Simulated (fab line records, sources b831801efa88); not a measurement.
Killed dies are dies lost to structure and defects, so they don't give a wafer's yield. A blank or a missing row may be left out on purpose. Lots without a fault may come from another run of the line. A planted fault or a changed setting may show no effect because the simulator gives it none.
Chamber matching | flow gf180mcu | GF_V4_CMP_04 on cmp-02: 4 sister chambers
The step polishes SiO2. 4 wafers are shown with their chamber, then 8 later ones without.

WAFERS WITH THEIR CHAMBER
wafer  | chamber | motor_current_A (A)
L256.4 | 0       | 12.6
L258.3 | 3       | 13.7
L258.4 | 2       | 9.4
L259.2 | 1       | 12.3

WAFERS WITHOUT THEIR CHAMBER
wafer  | motor_current_A (A)
L259.4 | 13.9
L259.5 | 14.6
L261.2 | 12.9
L261.4 | 9.8
L261.6 | 13.1
L262.1 | 13.7
L262.4 | 9.3
L262.6 | 13.4

WHICH CHAMBER EACH WENT THROUGH
wafer  | from the rows above          | in truth
L259.4 | 3                            | 3
L259.5 | 3                            | 3
L261.2 | can't be placed: 0 or 1 or 3 | 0
L261.4 | 2                            | 2
L261.6 | can't be placed: 0 or 3 or 1 | 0
L262.1 | 3                            | 3
L262.4 | 2                            | 2
L262.6 | can't be placed: 3 or 0 or 1 | 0
Placed correctly: 5 of 8. Can't be placed from these rows: 3 (the true chamber is among the candidates in 3). Placed wrongly: 0.
How it was worked out, from the rows above alone: a wafer's distance from a chamber is the root of the sum, over the readings, of the square of ((its reading less the chamber's mean) divided by the reading's scatter). The wafer belongs to the nearest chamber; if the next one is less than 2 further off, it can't be placed. A chamber's mean is the mean of its shown wafers. The scatter: with one shown wafer a chamber, the root of the mean of the squares of how far each hidden wafer lies from its nearest shown one.
